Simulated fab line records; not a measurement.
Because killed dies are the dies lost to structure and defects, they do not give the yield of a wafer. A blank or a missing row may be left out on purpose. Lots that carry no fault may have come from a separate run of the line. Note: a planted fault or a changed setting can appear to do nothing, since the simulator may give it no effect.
Chamber matching    flow sky130    4 sister chambers for SKY_POLY_GATE_ETCH_15 on rie diel-01
The step etches BARC in N2/H2, stops on SiO2, time 118.5 s, target depth 110 nm. 14 wafers are shown with their chamber, then 7 later ones without.

## EACH WAFER AND ITS CHAMBER
wafer   chamber  drypump motor current A (A)  oes product au (a.u.)  throttle valve pct (%)
L449.1  1        5.56                         0.712                  13.219
L449.2  2        5.57                         0.712                  13.212
L449.6  2        5.56                         0.719                  13.220
L452.1  3        6.23                         0.718                  13.207
L452.3  2        5.56                         0.715                  13.199
L452.5  0        5.93                         0.705                  13.219
L454.1  3        6.24                         0.712                  13.223
L454.3  2        5.56                         0.718                  13.213
L454.6  3        6.23                         0.719                  13.197
L457.2  0        5.93                         0.719                  13.206
L457.3  1        5.59                         0.709                  13.225
L457.4  2        5.59                         0.726                  13.204
L458.1  2        5.57                         0.720                  13.220
L458.3  0        5.92                         0.723                  13.229

SIGNATURES (averages over the wafers above)
reading                  chamber 0  chamber 1  chamber 2  chamber 3  scatter within a chamber
drypump motor current A  5.9267     5.5750     5.5683     6.2333     0.0113
oes product au           0.71567    0.71050    0.71833    0.71633    0.0057
throttle valve pct       13.21800   13.22200   13.21133   13.20900   0.00994
Rule: a wafer's distance from a chamber is the root of the sum, over the readings, of the square of ((its reading less the chamber's mean) divided by the reading's scatter). The wafer belongs to the nearest chamber; if the next one is less than 2 further off, it can't be placed. The scatter: take each reading less its chamber's mean, square it, sum over the shown wafers, divide by the number of wafers less the number of chambers, and take the root.

## WAFERS WITHOUT THEIR CHAMBER
wafer   drypump motor current A (A)  oes product au (a.u.)  throttle valve pct (%)
L458.4  5.58                         0.723                  13.210
L466.1  5.62                         0.722                  13.224
L466.3  5.58                         0.712                  13.232
L466.6  6.21                         0.719                  13.211
L470.2  5.56                         0.714                  13.217
L470.4  5.93                         0.714                  13.225
L470.6  5.54                         0.714                  13.209

## EACH ONE'S CHAMBER
wafer   from the rows above      in truth
L458.4  can't be placed: 2 or 1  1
L466.1  can't be placed: 1 or 2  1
L466.3  can't be placed: 1 or 2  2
L466.6  3                        3
L470.2  can't be placed: 2 or 1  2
L470.4  0                        0
L470.6  can't be placed: 2 or 1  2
2 of 7 placed correctly. Unplaceable from these rows: 5, with the true chamber sitting among the candidates in 5. Number placed wrongly: 0.
